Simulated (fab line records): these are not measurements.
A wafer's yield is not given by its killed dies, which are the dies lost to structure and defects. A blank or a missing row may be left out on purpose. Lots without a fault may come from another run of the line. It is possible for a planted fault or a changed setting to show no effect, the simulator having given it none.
A lot that was struck, set against a sound lot    flow sky130    35 out of 708 route steps
Sound: the wafers L697.1, L697.2, L697.6. Struck: wafer L707.3. (L707.6 of the same lot was not struck and is left out.) The cause comes at the end.
Per side, at each step with rows, come the tool, then ch with its chambers, and then its first start. Under that, the readings that differ: sound wafers    struck wafers    difference of the means    sigmas: that difference in standard deviations of wafers without a fault.
alike: a reading whose means differ by less than 2 such deviations, as well as words and numbers matching on both sides. not compared: withheld readings; readings where some wafer has no value; bounds like >300 that might hide an equal value; numbers whose values overlap and for which the record gives no deviation.
A row with sigmas, a row that says differs or no value, or rows on one side alone: a step with any of these is where the two part. Numbers that don't overlap but have no deviation are shown without sigmas and don't part them. Lack of a reading on every wafer of one side parts them only where that side has two or more wafers.

first, 4 steps without rows for these wafers: SKY_METAL5_SOFTBAKE_10 (time 60 s); SKY_METAL5_EXPOSE_11 (exposes mask MM5, target cd 1600 nm); SKY_METAL5_PEB_12; SKY_METAL5_DEVELOP_13 (develop time 60 s).
SKY_METAL5_DESCUM_14: chemistry O2, time 11 s.
  sound on rieMetal-04 ch 0, day 45 12:24; struck on rieMetal-01 ch 1, day 46 20:07
  alike: drypumpMotorCurrentA, oesProductAu
  not compared: rfHoursCounterH
SKY_METAL5_METAL_ETCH_15: etches the open film in Cl2/BCl3, stops on SiO2, target depth 1260 nm, time 252 s.
  sound on rieMetal-04 ch 0, day 45 12:28; struck on rieMetal-01 ch 1, day 46 20:13
  alike: drypumpMotorCurrentA, oesProductAu, throttleValvePct
  not compared: rfHoursCounterH
SKY_METAL5_STRIP_16: strips in O2/N2.
  sound on plasmaAsher-02 ch 0,1, day 45 12:56; struck on plasmaAsher-01 ch 1, day 46 20:24
  alike: drypumpMotorCurrentA, n2FlowSccm, oesProductAu, stripTimeToEndpointS
  not compared: rfHoursCounterH
then, 3 steps without rows for these wafers: SKY_METAL5_STRIP_17 (strips in post etch residue remover, time 1200 s); SKY_METAL5_CLEAN_18 (cleans in IPA, time 180 s); SKY_METAL5_CLEAN_19 (cleans in O3/DIW).
SKY_PASSIVATION_CVD_00: deposits SiO2, target thk 90 nm.
  sound on pecvd-01 ch 0,1,2, day 45 13:32; struck on pecvd-01 ch 2, day 46 21:18
  alike: heaterPowerW
SKY_PASSIVATION_THK_MEAS_01:
  sound: filmMetro-04 at day 45 13:34; struck: filmMetro-04 at day 46 21:21
  alike: PASSIVATION_CVD_00_THK
SKY_PASSIVATION_CVD_02: deposits Si3N4, target thk 540 nm.
  sound on pecvd-03 ch 0,2, day 45 13:37; struck on pecvd-03 ch 2, day 46 21:23
reading                                       sound              struck  difference  sigmas
model.Si3N4_of_PASSIVATION_CVD_02.thkNm (nm)  529.9 529.9 542.5  381.2   -152.9      
  alike: heaterPowerW
SKY_PASSIVATION_THK_MEAS_03:
  sound: filmMetro-03 at day 45 13:53; struck: filmMetro-03 at day 46 21:38
reading                      sound        struck  difference  sigmas
PASSIVATION_CVD_02_THK (nm)  530 529 543  381     -153        -19
then, 7 steps without rows for these wafers: SKY_PASSIVATION_DEHYDRATE_04 (time 60 s); SKY_PASSIVATION_HMDS_05 (prime time 60 s); SKY_PASSIVATION_COAT_06 (resist thk 3000 nm); SKY_PASSIVATION_SOFTBAKE_07; SKY_PASSIVATION_EXPOSE_08 (exposes mask NSM, target cd 3000 nm); SKY_PASSIVATION_PEB_09; SKY_PASSIVATION_DEVELOP_10 (develop time 60 s).
SKY_PASSIVATION_ETCH_11: etches the open film in CF4/O2, stops on AlCu, target depth 725 nm, time 161.1 s.
  sound on rieDiel-02 ch 0,1,2, day 46 09:37; struck on rieDiel-02 ch 2, day 47 17:07
reading                                sound              struck  difference  sigmas
oesProductAu (a.u.)                    0.970 0.970 0.970  0.842   -0.128      -18
throttleValvePct (%)                   5.967 5.968 5.984  5.918   -0.055      -6
model.PASSIVATION.featureDepthNm (nm)  693.6 695.3 708.2  545.2   -153.8      
model.etch.depthNm (nm)                693.6 695.3 708.2  545.2   -153.8      
  alike: drypumpMotorCurrentA
  not compared: rfHoursCounterH
SKY_PASSIVATION_STRIP_12: strips in O2/N2.
  sound on plasmaAsher-01 ch 0,1, day 46 09:43; struck on plasmaAsher-03 ch 1, day 47 17:16
  alike: drypumpMotorCurrentA, n2FlowSccm, oesProductAu, stripTimeToEndpointS
  not compared: rfHoursCounterH
then, 7 steps without rows for these wafers: SKY_PAD_OPEN_DEHYDRATE_00 (time 60 s); SKY_PAD_OPEN_HMDS_01 (prime time 60 s); SKY_PAD_OPEN_COAT_02 (resist thk 3000 nm); SKY_PAD_OPEN_SOFTBAKE_03; SKY_PAD_OPEN_EXPOSE_04 (exposes mask PDM, target cd 60000 nm); SKY_PAD_OPEN_PEB_05; SKY_PAD_OPEN_DEVELOP_06 (develop time 60 s).
SKY_PAD_OPEN_ETCH_07: etches the open film in CF4/O2, stops on AlCu, target depth 725 nm, time 161.1 s.
  sound on rieDiel-04 ch 1,2, day 47 06:24; struck on rieDiel-03 ch 1, day 48 11:53
reading                             sound              struck  difference  sigmas
oesProductAu (a.u.)                 0.978 0.978 0.978  0.851   -0.127      -16
throttleValvePct (%)                5.950 5.962 5.988  5.947   -0.020      -2
model.PAD_OPEN.featureDepthNm (nm)  693.6 695.3 708.2  545.2   -153.8      
model.etch.depthNm (nm)             693.6 695.3 708.2  545.2   -153.8      
  alike: drypumpMotorCurrentA
  not compared: rfHoursCounterH
then, 1 step without rows for these wafers: SKY_PAD_OPEN_STRIP_08 (strips in O2/N2).
SKY_PAD_OPEN_STRIP_09: strips in post etch residue remover, time 1200 s.
  sound on wetBench-03 ch 1, day 47 06:44; struck on wetBench-01 ch 0, day 48 12:05
reading                                       sound              struck  difference  sigmas
model.Si3N4_of_PASSIVATION_CVD_02.thkNm (nm)  529.5 529.5 542.1  380.9   -152.8      
then, 1 step without rows for these wafers: SKY_PAD_OPEN_CLEAN_10 (cleans in IPA, time 180 s).
SKY_PAD_OPEN_PROBE_99:
  sound wafers here have rows in the record (prober-02, day 47 08:51); struck ones have none

== WHERE THEY PART ==
Last at SKY_PAD_OPEN_PROBE_99 as far as this record goes, first at SKY_PASSIVATION_THK_MEAS_03.

WHY: the cause the simulator had injected
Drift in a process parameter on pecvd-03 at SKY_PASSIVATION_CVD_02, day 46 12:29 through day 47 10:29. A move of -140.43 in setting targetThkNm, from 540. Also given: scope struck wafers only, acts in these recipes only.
